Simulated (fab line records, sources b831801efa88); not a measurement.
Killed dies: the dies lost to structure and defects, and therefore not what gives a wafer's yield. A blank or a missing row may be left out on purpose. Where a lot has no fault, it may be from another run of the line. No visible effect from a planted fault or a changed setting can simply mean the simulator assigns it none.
A lot that was struck, set against a sound lot	flow gf180mcu	31 out of 602 route steps
Sound: the wafers L591.1, L591.5, L591.6. Wafers struck: L600.1, L600.2, L600.5. The cause is given at the end.
For every step that has rows: the tool of each side, followed by ch and its chambers, followed by its first start. Under that, the readings that differ: sound wafers	struck wafers	difference of the means	sigmas: that difference in standard deviations of wafers without a fault.
alike: words and numbers the same on both sides, and readings whose means are apart by under 2 such deviations; not compared: readings that were withheld, readings missing a value for some wafer, numbers with overlapping values and no deviation given by the record, and bounds like >300 which may hide the same value.
A row with sigmas, a row that says differs or no value, or rows on one side alone: a step with any of these is where the two part. When numbers do not overlap yet have no deviation, they are printed without sigmas and do not part them. A reading missing from all wafers of one side parts the sides only when that side holds two or more wafers.

GF_HV_LDD_STRIP_22: strips in O2/N2.
  sound on plasma_asher-01 ch 0,1, day 13 12:23; struck on plasma_asher-01 ch 0,1, day 16 04:27
reading	sound	struck	difference	sigmas
strip_time_to_endpoint_s (s)	12.58 12.57 12.57	12.64 12.66 12.65	+0.08	+2
  alike: drypump_motor_current_A, heater_power_w, oes_product_au
  not compared: rf_hours_counter_h
GF_HV_LDD_TW_MEAS_23:
  sound on film_metro-03 at day 13 12:29; struck on film_metro-02 at day 16 04:33
  alike: HV_LDD_2_TW
then, 7 steps without rows for these wafers: GF_HV_LDD_DEHYDRATE_24 (time 60 s); GF_HV_LDD_HMDS_25 (prime time 60 s); GF_HV_LDD_COAT_26 (resist thk 1000 nm); GF_HV_LDD_SOFTBAKE_27 (time 60 s); GF_HV_LDD_EXPOSE_28 (exposes mask Nplus HV AREA, target cd 400 nm); GF_HV_LDD_PEB_29; GF_HV_LDD_DEVELOP_30 (develop time 60 s).
GF_HV_LDD_CD_MEAS_31 targets a cd of 400 nm.
  sound on cd_sem-01 at day 14 09:56; struck on cd_sem-01 at day 17 03:51
  alike: cd_nm
GF_HV_LDD_OVL_MEAS_32:
  sound on overlay-01 at day 14 10:03; struck on overlay-02 at day 17 03:58
  alike: HV_LDD_02_OVL
following that, these wafers have no rows for 1 step: GF_HV_LDD_IMPLANT_33.
GF_HV_LDD_IMPLANT_34:
  sound on implanter-01 ch 0, day 14 12:14; struck on implanter-01, day 17 04:10
  no value came back on the struck wafers for beam_energy_keV, beam_on_s (s); on the sound wafers beam_energy_keV reads 60.012 60.006 60.007
then, 2 steps without rows for these wafers: GF_HV_LDD_IMPLANT_35; GF_HV_LDD_IMPLANT_36.
GF_HV_LDD_STRIP_37: strips in O2/N2.
  sound on plasma_asher-02 ch 0,1, day 14 12:41; struck on plasma_asher-03 ch 0,1, day 17 04:37
  alike: drypump_motor_current_A, heater_power_w, oes_product_au, strip_time_to_endpoint_s
  not compared: rf_hours_counter_h
GF_HV_LDD_TW_MEAS_38:
  sound on film_metro-02 at day 14 12:47; struck on film_metro-02 at day 17 04:56
reading	sound	struck	difference	sigmas
HV_LDD_3_TW	1434 1442 1440	1326 1323 1323	-115	-5
  not compared: hold
then, 6 steps without rows for these wafers: GF_HV_LDD_HMDS_40 (prime time 60 s); GF_HV_LDD_COAT_41 (resist thk 1000 nm); GF_HV_LDD_SOFTBAKE_42 (time 60 s); GF_HV_LDD_EXPOSE_43 (exposes mask Pplus HV AREA, target cd 400 nm); GF_HV_LDD_PEB_44; GF_HV_LDD_DEVELOP_45 (develop time 60 s).
GF_HV_LDD_CD_MEAS_46 targets a cd of 400 nm.
  sound on cd_sem-01 at day 15 10:48; struck on cd_sem-01 at day 18 04:20
  alike: cd_nm
GF_HV_LDD_OVL_MEAS_47:
  sound on overlay-02 at day 15 10:55; struck on overlay-02 at day 18 04:27
  alike: HV_LDD_03_OVL
following that, these wafers have no rows for 1 step: GF_HV_LDD_IMPLANT_48.
GF_HV_LDD_STRIP_49: strips in O2/N2.
  sound on plasma_asher-01 ch 0,1, day 15 11:07; struck on plasma_asher-03 ch 0,1, day 18 04:38
  alike: drypump_motor_current_A, heater_power_w, oes_product_au, strip_time_to_endpoint_s
  not compared: rf_hours_counter_h
GF_HV_LDD_TW_MEAS_50:
  sound on film_metro-02 at day 15 11:13; struck on film_metro-03 at day 18 04:44
  alike: HV_LDD_4_TW
then, 1 step without rows for these wafers: GF_HV_LDD_CLEAN_51 (cleans in SC1/SC2, time 150 s).
GF_HV_LDD_RTA_52: time 10 s.
  sound on rtp_anneal-02 ch 0, day 15 11:19; struck on rtp_anneal-02 ch 0, day 18 04:54
  alike: lamp_power_pct, wafer_temp_C_max
GF_HV_LDD_RS_MEAS_53: uses a four-point probe to measure.
  sound on film_metro-03 at day 15 11:23; struck on film_metro-01 at day 18 05:16
reading	sound	struck	difference	sigmas
HV_LDD_RS (ohm/sq)	419.3 418.0 419.0	440.1 440.5 440.9	+21.7	+20
  not compared: hold

== WHERE THEY PART ==
Last at GF_HV_LDD_RS_MEAS_53 as far as this record goes, first at GF_HV_LDD_STRIP_22.

WHY: what the simulator had put in
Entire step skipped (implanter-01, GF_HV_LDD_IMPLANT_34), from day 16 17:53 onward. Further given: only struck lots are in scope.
